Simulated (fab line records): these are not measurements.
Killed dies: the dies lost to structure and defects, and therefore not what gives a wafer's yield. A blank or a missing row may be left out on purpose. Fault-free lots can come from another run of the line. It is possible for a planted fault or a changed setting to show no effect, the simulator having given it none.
Split-lot trial || flow sfq line || route with 325 steps; 5 lots, 23 wafers read

SPLIT DETAILS
At SFQ_TRILAYER_I4_VIA_LITHO_EXPOSE_104 (exposes mask I4, target cd 700 nm), the setting dose mj was moved away from the recipe's 21.3 on 11 of the 23 wafers read, by -4.2% to +3.4%. All remaining wafers had this setting at the recipe value.

FROM THE SPLIT TO THE READING: what the file shows between them, 3 steps
- SFQ_TRILAYER_I4_VIA_LITHO_PEB_106: peb time 60 s
- SFQ_TRILAYER_I4_VIA_LITHO_DEVELOP_105: time 60 s
- SFQ_TRILAYER_I4_VIA_BARC_OPEN_VIA_ETCH_146: etches BARC in O2, target depth 125 nm, time 41.7 s

THE READING
I4.cd nm (the simulator's own value, which no gauge read), in nm, at SFQ_TRILAYER_I4_VIA_ETCH_VIA_ETCH_106 (etches SiO2 in CHF3, stops on Nb, target depth 260 nm). No usual value for it is given in the file. Average 699.5 nm, standard deviation 1.9 nm, over the 12 wafers here run with the recipe.

{"wafer": "L074.1", "tool, chamber at the split": "krf scanner-01, 0", "dose mj as run": 20.73, "against the recipe": "-2.7%", "I4.cd nm, nm": 693.9, "against lot-mates on the recipe": -4.1}
{"wafer": "L074.2", "tool, chamber at the split": "krf scanner-01, 0", "dose mj as run": 20.73, "against the recipe": "-2.7%", "I4.cd nm, nm": 694.8, "against lot-mates on the recipe": -3.2}
{"wafer": "L074.4", "tool, chamber at the split": "krf scanner-01, 0", "dose mj as run": 21.3, "against the recipe": "recipe", "I4.cd nm, nm": 697.8, "against lot-mates on the recipe": "-"}
{"wafer": "L074.5", "tool, chamber at the split": "krf scanner-01, 0", "dose mj as run": 20.73, "against the recipe": "-2.7%", "I4.cd nm, nm": 695.1, "against lot-mates on the recipe": -2.9}
{"wafer": "L074.6", "tool, chamber at the split": "krf scanner-01, 0", "dose mj as run": 21.3, "against the recipe": "recipe", "I4.cd nm, nm": 698.1, "against lot-mates on the recipe": "-"}
{"wafer": "L075.1", "tool, chamber at the split": "krf scanner-01, 0", "dose mj as run": 20.41, "against the recipe": "-4.2%", "I4.cd nm, nm": 692.7, "against lot-mates on the recipe": -7.0}
{"wafer": "L075.2", "tool, chamber at the split": "krf scanner-01, 0", "dose mj as run": 21.3, "against the recipe": "recipe", "I4.cd nm, nm": 700.7, "against lot-mates on the recipe": "-"}
{"wafer": "L075.3", "tool, chamber at the split": "krf scanner-01, 0", "dose mj as run": 21.3, "against the recipe": "recipe", "I4.cd nm, nm": 698.7, "against lot-mates on the recipe": "-"}
{"wafer": "L075.4", "tool, chamber at the split": "krf scanner-01, 0", "dose mj as run": 20.41, "against the recipe": "-4.2%", "I4.cd nm, nm": 691.1, "against lot-mates on the recipe": -8.6}
{"wafer": "L075.5", "tool, chamber at the split": "krf scanner-01, 0", "dose mj as run": 20.41, "against the recipe": "-4.2%", "I4.cd nm, nm": 690.8, "against lot-mates on the recipe": -8.9}
{"wafer": "L076.2", "tool, chamber at the split": "krf scanner-02, 0", "dose mj as run": 21.3, "against the recipe": "recipe", "I4.cd nm, nm": 697.9, "against lot-mates on the recipe": "-"}
{"wafer": "L076.3", "tool, chamber at the split": "krf scanner-02, 0", "dose mj as run": 21.3, "against the recipe": "recipe", "I4.cd nm, nm": 697.6, "against lot-mates on the recipe": "-"}
{"wafer": "L076.4", "tool, chamber at the split": "krf scanner-02, 0", "dose mj as run": 22.02, "against the recipe": "+3.4%", "I4.cd nm, nm": 706.7, "against lot-mates on the recipe": "+7.7"}
{"wafer": "L076.5", "tool, chamber at the split": "krf scanner-02, 0", "dose mj as run": 22.02, "against the recipe": "+3.4%", "I4.cd nm, nm": 705, "against lot-mates on the recipe": "+6.0"}
{"wafer": "L076.6", "tool, chamber at the split": "krf scanner-02, 0", "dose mj as run": 21.3, "against the recipe": "recipe", "I4.cd nm, nm": 701.4, "against lot-mates on the recipe": "-"}
{"wafer": "L078.1", "tool, chamber at the split": "krf scanner-01, 0", "dose mj as run": 21.3, "against the recipe": "recipe", "I4.cd nm, nm": 699.1, "against lot-mates on the recipe": "-"}
{"wafer": "L078.4", "tool, chamber at the split": "krf scanner-01, 0", "dose mj as run": 21.3, "against the recipe": "recipe", "I4.cd nm, nm": 702.1, "against lot-mates on the recipe": "-"}
{"wafer": "L078.5", "tool, chamber at the split": "krf scanner-01, 0", "dose mj as run": 21.3, "against the recipe": "recipe", "I4.cd nm, nm": 698.6, "against lot-mates on the recipe": "-"}
{"wafer": "L083.1", "tool, chamber at the split": "krf scanner-02, 0", "dose mj as run": 20.66, "against the recipe": "-3.0%", "I4.cd nm, nm": 694.6, "against lot-mates on the recipe": -6.5}
{"wafer": "L083.2", "tool, chamber at the split": "krf scanner-02, 0", "dose mj as run": 20.66, "against the recipe": "-3.0%", "I4.cd nm, nm": 696.2, "against lot-mates on the recipe": -4.9}
{"wafer": "L083.3", "tool, chamber at the split": "krf scanner-02, 0", "dose mj as run": 20.66, "against the recipe": "-3.0%", "I4.cd nm, nm": 695, "against lot-mates on the recipe": -6.1}
{"wafer": "L083.4", "tool, chamber at the split": "krf scanner-02, 0", "dose mj as run": 21.3, "against the recipe": "recipe", "I4.cd nm, nm": 703.7, "against lot-mates on the recipe": "-"}
{"wafer": "L083.5", "tool, chamber at the split": "krf scanner-02, 0", "dose mj as run": 21.3, "against the recipe": "recipe", "I4.cd nm, nm": 698.5, "against lot-mates on the recipe": "-"}

THE FIT
A straight line over all 23 wafers: I4.cd nm changes by +1.8 nm for each +1% of dose mj; r = +0.93; the points scatter about the line by 1.6 nm.
The same after taking each lot's own level away (the mean of its wafers on the recipe; 23 wafers): +1.88 nm for each +1%; r = +0.94; scatter 1.5 nm.
The reading moves by 7.9 nm for the largest change in dose mj, on that fit.
The span of the lots' own levels, 697.95 to 701.10 nm, comes to 1.7 times the standard deviation stated above.
The two slopes are in agreement: the lot-to-lot level therefore moves the slope only a little.
Check: -7.77 nm against its lot-mates is what the line predicts for one of the wafers moved furthest among these (-4.2%) when that wafer is left out of the fit. It came out at -7 nm against them.

FURTHER SPLITS ON THESE WAFERS
Before the reading, these wafers also passed through other splits. Each is held against what the fit with the lots' levels taken away leaves over:
{"other split on the same wafers": "SFQ_TRILAYER_I2_VIA_BARC_OPEN_VIA_ETCH_096 time s", "wafers away from the commonest value": 5, "r with I4.cd nm (lot level and that fit taken away)": -0.01}
{"other split on the same wafers": "SFQ_TRILAYER_M3_LITHO_PEB_078 peb temp c", "wafers away from the commonest value": 8, "r with I4.cd nm (lot level and that fit taken away)": -0.32}
{"other split on the same wafers": "SFQ_TRILAYER_M3_BARC_OPEN_METAL_ETCH_100 time s", "wafers away from the commonest value": 6, "r with I4.cd nm (lot level and that fit taken away)": "+0.18"}
{"other split on the same wafers": "SFQ_TRILAYER_I3_VIA_LITHO_COAT_085 spin rpm", "wafers away from the commonest value": 9, "r with I4.cd nm (lot level and that fit taken away)": "+0.27"}
{"other split on the same wafers": "SFQ_TRILAYER_M4_LITHO_EXPOSE_094 dose mj", "wafers away from the commonest value": 9, "r with I4.cd nm (lot level and that fit taken away)": "+0.40"}
{"other split on the same wafers": "SFQ_TRILAYER_M4_ETCH_METAL_ETCH_096 time s", "wafers away from the commonest value": 6, "r with I4.cd nm (lot level and that fit taken away)": -0.11}

THE WHOLE CHAIN: every reading that the file lists as answering this split, in the file's order
{"step": "SFQ_TRILAYER_I4_VIA_BARC_OPEN_VIA_ETCH_146", "what it does": "etches BARC in O2, target depth 125 nm, time 41.7 s", "reading": "I4.cd nm (the simulator's own value, which no gauge read)", "change (the file's fit)": "+1.58 nm for each +1% of the setting", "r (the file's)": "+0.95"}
{"step": "SFQ_TRILAYER_I4_VIA_ETCH_VIA_ETCH_106", "what it does": "etches SiO2 in CHF3, stops on Nb, target depth 260 nm", "reading": "I4.cd nm (the simulator's own value, which no gauge read)", "change (the file's fit)": "+1.86 nm for each +1% of the setting", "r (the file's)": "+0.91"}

THE FILE'S OWN FIT
I4.cd nm changes by +1.86 nm for each +1% of dose mj, r = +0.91.
